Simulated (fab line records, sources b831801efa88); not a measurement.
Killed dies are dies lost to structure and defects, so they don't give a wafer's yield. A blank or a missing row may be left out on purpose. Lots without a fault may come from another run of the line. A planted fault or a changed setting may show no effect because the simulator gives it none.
Chamber matching | flow sky130 | SKY_LI_CONTACT_CMP_02 on cmp-02: 4 sister chambers
The step polishes PSG. 14 wafers are shown with their chamber, then 7 later ones without.

WAFERS WITH THEIR CHAMBER
wafer  | chamber | motor_current_A (A) | platen_rpm (rpm) | time_to_endpoint_s (s)
L717.2 | 3       | 11.4                | 59.94            | 30.9
L717.5 | 2       | 12.0                | 60.04            | 31.4
L717.6 | 1       | 11.0                | 60.04            | 35.8
L718.2 | 2       | 11.9                | 59.92            | 32.3
L718.3 | 1       | 10.8                | 60.02            | 30.9
L718.4 | 3       | 11.0                | 59.97            | 33.3
L719.3 | 3       | 10.9                | 59.99            | 32.6
L719.4 | 1       | 10.6                | 60.07            | 34.7
L719.6 | 2       | 12.6                | 59.97            | 28.2
L721.2 | 0       | 11.6                | 60.05            | 28.3
L721.3 | 2       | 11.9                | 59.93            | 33.2
L721.5 | 2       | 12.0                | 60.02            | 29.5
L726.1 | 0       | 11.0                | 60.02            | 31.7
L726.3 | 3       | 11.0                | 60.02            | 34.5

SIGNATURES (means of the wafers above)
reading            | chamber 0 | chamber 1 | chamber 2 | chamber 3 | scatter within a chamber
motor_current_A    | 11.300    | 10.800    | 12.080    | 11.075    | 0.275
platen_rpm         | 60.0350   | 60.0433   | 59.9760   | 59.9800   | 0.0405
time_to_endpoint_s | 30.000    | 33.800    | 30.920    | 32.825    | 2.06
Rule: a wafer's distance from a chamber is the root of the sum, over the readings, of the square of ((its reading less the chamber's mean) divided by the reading's scatter). The wafer belongs to the nearest chamber; if the next one is less than 2 further off, it can't be placed. The scatter: the root of (the sum of the squares of (reading less its chamber's mean) over the shown wafers, divided by (wafers less chambers)).

WAFERS WITHOUT THEIR CHAMBER
wafer  | motor_current_A (A) | platen_rpm (rpm) | time_to_endpoint_s (s)
L726.5 | 11.9                | 59.97            | 33.4
L727.2 | 11.0                | 59.94            | 35.9
L727.4 | 10.7                | 60.01            | 30.5
L727.6 | 11.8                | 59.98            | 32.1
L733.1 | 11.2                | 59.97            | 31.7
L733.2 | 10.8                | 60.01            | 32.6
L733.4 | 12.1                | 59.89            | 31.0

WHICH CHAMBER EACH WENT THROUGH
wafer  | from the rows above          | in truth
L726.5 | can't be placed: 2 or 3 or 0 | 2
L727.2 | can't be placed: 3 or 1      | 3
L727.4 | can't be placed: 1 or 3 or 0 | 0
L727.6 | can't be placed: 2 or 0 or 3 | 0
L733.1 | can't be placed: 3 or 0 or 1 | 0
L733.2 | can't be placed: 1 or 3 or 0 | 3
L733.4 | 2                            | 2
Placed correctly: 1 of 7. Can't be placed from these rows: 6 (the true chamber is among the candidates in 6). Placed wrongly: 0.
